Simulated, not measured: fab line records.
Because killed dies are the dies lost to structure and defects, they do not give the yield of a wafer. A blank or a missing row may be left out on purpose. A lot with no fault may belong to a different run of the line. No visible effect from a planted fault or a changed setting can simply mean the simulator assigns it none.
A lot that was struck, set against a sound lot -- flow sky130 -- 19 steps out of a route of 708
Sound: the wafers L492.2, L492.3, L492.5. Struck: wafers L483.4, L483.6. (L483.2 of the same lot was not struck and is left out.) The cause comes at the end.
At each step with rows: each side's tool, then ch and its chambers, then its first start. Under that, the readings that differ: sound wafers -- struck wafers -- difference of the means -- sigmas: that difference in standard deviations of wafers without a fault.
alike: words and numbers the same on both sides, and readings whose means are apart by under 2 such deviations; not compared: readings that were withheld, readings missing a value for some wafer, numbers with overlapping values and no deviation given by the record, and bounds like >300 which may hide the same value.
A row with sigmas, a row that says differs or no value, or rows on one side alone: a step with any of these is where the two part. When numbers do not overlap yet have no deviation, they are printed without sigmas and do not part them. Lack of a reading on every wafer of one side parts them only where that side has two or more wafers.

first, 2 steps without rows for these wafers: SKY_LDD_HVN_PEB_05; SKY_LDD_HVN_DEVELOP_06 (develop time 60 s).
SKY_LDD_HVN_OVL_MEAS_07:
  sound on overlay-01, day 27 09:07; struck on overlay-01, day 24 05:41
  alike: LDD_HVN_OVL
after that, 1 step had no rows for these wafers: SKY_LDD_HVN_IMPLANT_08.
SKY_LDD_HVN_STRIP_09: strips in O2/N2.
  sound on plasma-asher-04 ch 0,1, day 27 09:17; struck on plasma-asher-01 ch 0, day 24 05:52
  alike: drypump-motor-current-A, oes-product-au, strip-time-to-endpoint-s
  not compared: rf-hours-counter-h
SKY_LDD_HVN_TW_MEAS_10:
  sound on film-metro-03, day 27 09:24; struck on film-metro-01, day 24 05:59
  alike: LDD_HVN_TW
then, 6 steps without rows for these wafers: SKY_LDD_HVP_DEHYDRATE_00 (time 60 s); SKY_LDD_HVP_HMDS_01 (prime time 60 s); SKY_LDD_HVP_COAT_02 (resist thk 300 nm); SKY_LDD_HVP_SOFTBAKE_03 (time 60 s); SKY_LDD_HVP_EXPOSE_04 (exposes mask HVPTM, target cd 700 nm); SKY_LDD_HVP_PEB_05.
SKY_LDD_HVP_DEVELOP_06: develop time 60 s.
  sound on litho-track-03 ch 0, day 28 13:20; struck on litho-track-03 ch 0, day 25 11:50
SKY_LDD_HVP_OVL_MEAS_07:
  sound on overlay-01, day 28 13:28; struck on overlay-02, day 25 11:58
  alike: LDD_HVP_OVL
after that, 1 step had no rows for these wafers: SKY_LDD_HVP_IMPLANT_08.
SKY_LDD_HVP_STRIP_09: strips in O2/N2.
  sound on plasma-asher-02 ch 0, day 28 13:39; struck on plasma-asher-02 ch 0, day 25 12:09
  alike: drypump-motor-current-A, oes-product-au, strip-time-to-endpoint-s
  not compared: rf-hours-counter-h
SKY_LDD_HVP_TW_MEAS_10:
  sound on film-metro-01, day 28 13:46; struck on film-metro-02, day 25 12:16
reading,sound,struck,difference,sigmas
LDD_HVP_TW,460 460 461,423 420,-39,-9
then, 1 step without rows for these wafers: SKY_LDD_LDN_DEHYDRATE_00 (time 60 s).
-- here the record skips 23 days between the struck wafers' starts before and after, leaving off in module LDD_LDN and picking up in module PAD_OPEN (first step shown: number 708 of the route) --
SKY_PAD_OPEN_PROBE_99:
  sound on prober-01, day 50 11:48; struck on prober-02, day 48 13:16
reading,sound,struck,difference,sigmas
killed-at-front-end,23 17 17,418 405,+392,+82
killed-dies,103 85 75,482 479,+393,+40
killed-on-rim,26 15 17,88 83,+66,+16
  alike: killed_at_M0_to_M3, killed_at_M4_up, killed-at-contacts, killed-at-other, killed-open, killed-short

## WHERE THEY PART
First at SKY_LDD_HVP_TW_MEAS_10; last, within this record, at SKY_PAD_OPEN_PROBE_99.

WHY: what the simulator had put in
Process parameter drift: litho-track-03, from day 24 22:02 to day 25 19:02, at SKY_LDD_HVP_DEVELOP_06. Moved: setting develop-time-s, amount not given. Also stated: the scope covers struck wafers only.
